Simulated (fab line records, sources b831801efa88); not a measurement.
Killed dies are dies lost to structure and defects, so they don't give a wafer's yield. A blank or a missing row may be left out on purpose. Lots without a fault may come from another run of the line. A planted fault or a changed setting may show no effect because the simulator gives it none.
Problem report in the 8D (eight disciplines) form, filled by code | flow sfq_line | the parts of the form that need people (team, actions taken, sign-off) are left out

1. THE PROBLEM
rf_fwd_power_W at SFQ_TRILAYER_I2_VIA_ETCH_VIA_ETCH_070 reads a mean of 579.3 W on 6 wafers of 2 lots; wafers without a fault read 498.1 W with a standard deviation of 1.6. That is +51 standard deviations from the usual mean.
The step: etches SiO2 in CHF3, stops on Nb, target depth 260 nm.
First seen on wafer L490.1, day 26 19:02, on rie_diel-04. The record holds 18 wafers of 6 lots with a number at this step. Rule for "out", or "out of limits": more than 4 standard deviations from the usual mean. The other wafers with a number count as sound.

2. WHAT IT IS AND WHAT IT IS NOT
question                    | is                     | is not
which readings at this step | rf_fwd_power_W         | bias_w, chamber_pressure_mTorr, drypump_motor_current_A, oes_product_au
which lots                  | L490, L491             | L480, L485, L492, L498
which wafers of those lots  | all that have a number | -
read on which tools         | rie_diel-04            | rie_diel-01, rie_diel-02
when                        | from day 26 19:02      | up to then (6 sound wafers); but 6 sound wafers of L492, L498 came after

3. SUSPECTS, AND WHAT RULES EACH OUT
Counting: a tool at a process step up to the reading stays a suspect if it ran every lot that is out and no sound lot after the first of them.
- pecvd-03 at SFQ_TRILAYER_I2_DEP_PECVD_063 (deposits SiO2 from SiH4/N2O, time 111.11 s, target thk 500 nm): kept. It ran every lot that is out, first L490 (day 23 03:43), and no sound lot after that; its last sound lot up to then is L480 (day 18 14:43).
- cmp-02 at SFQ_TRILAYER_I2_CMP_CMP_064 (polishes SiO2): kept. It ran every lot that is out, first L490 (day 23 12:49), and no sound lot after that; its last sound lot up to then is L485 (day 20 22:31).
- rie_diel-04 at SFQ_TRILAYER_I2_VIA_BARC_OPEN_VIA_ETCH_096 (etches BARC in O2, target depth 125 nm, time 41.7 s): kept. It ran every lot that is out, first L490 (day 26 19:00), and no sound lot after that; its last sound lot up to then is L485 (day 23 15:26).
- rie_diel-04 at SFQ_TRILAYER_I2_VIA_ETCH_VIA_ETCH_070 (etches SiO2 in CHF3, stops on Nb, target depth 260 nm): kept. It ran every lot that is out, first L490 (day 26 19:02), and no sound lot after that; its last sound lot up to then is L485 (day 23 15:28). Its own readings are out on those wafers: rf_fwd_power_W.
Left after counting: pecvd-03 at SFQ_TRILAYER_I2_DEP_PECVD_063, cmp-02 at SFQ_TRILAYER_I2_CMP_CMP_064, rie_diel-04 at SFQ_TRILAYER_I2_VIA_BARC_OPEN_VIA_ETCH_096, rie_diel-04 at SFQ_TRILAYER_I2_VIA_ETCH_VIA_ETCH_070.

4. THE CAUSE (what the simulator had put in)
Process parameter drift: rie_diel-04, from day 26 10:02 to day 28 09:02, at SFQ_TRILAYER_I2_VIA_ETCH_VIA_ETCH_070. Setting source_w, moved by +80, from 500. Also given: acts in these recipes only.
Counting left 4 suspects, and this tool is among them.

5. THE CHAIN OF EFFECTS, in route order
Each row: a reading whose mean over the struck wafers that have a number lies more than 3 standard deviations from the usual. Only readings for which the record gives a usual standard deviation are gone through. hours: the time from each lot's start at the first step in this table that gives one to its start at this step, as a median over the lots. sigmas: the change in usual standard deviations.
hours | step                                  | reading        | usual   | on struck wafers | change | sigmas
0     | SFQ_TRILAYER_I2_VIA_ETCH_VIA_ETCH_070 | rf_fwd_power_W | 498.1 W | 579.3            | +81.2  | +51
The process steps in it:
- SFQ_TRILAYER_I2_VIA_ETCH_VIA_ETCH_070: etches SiO2 in CHF3, stops on Nb, target depth 260 nm.

6. WHAT WOULD HAVE CAUGHT IT SOONER
In this record the first reading out of limits was taken at day 26 19:02, 9 hours after the fault began at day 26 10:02.
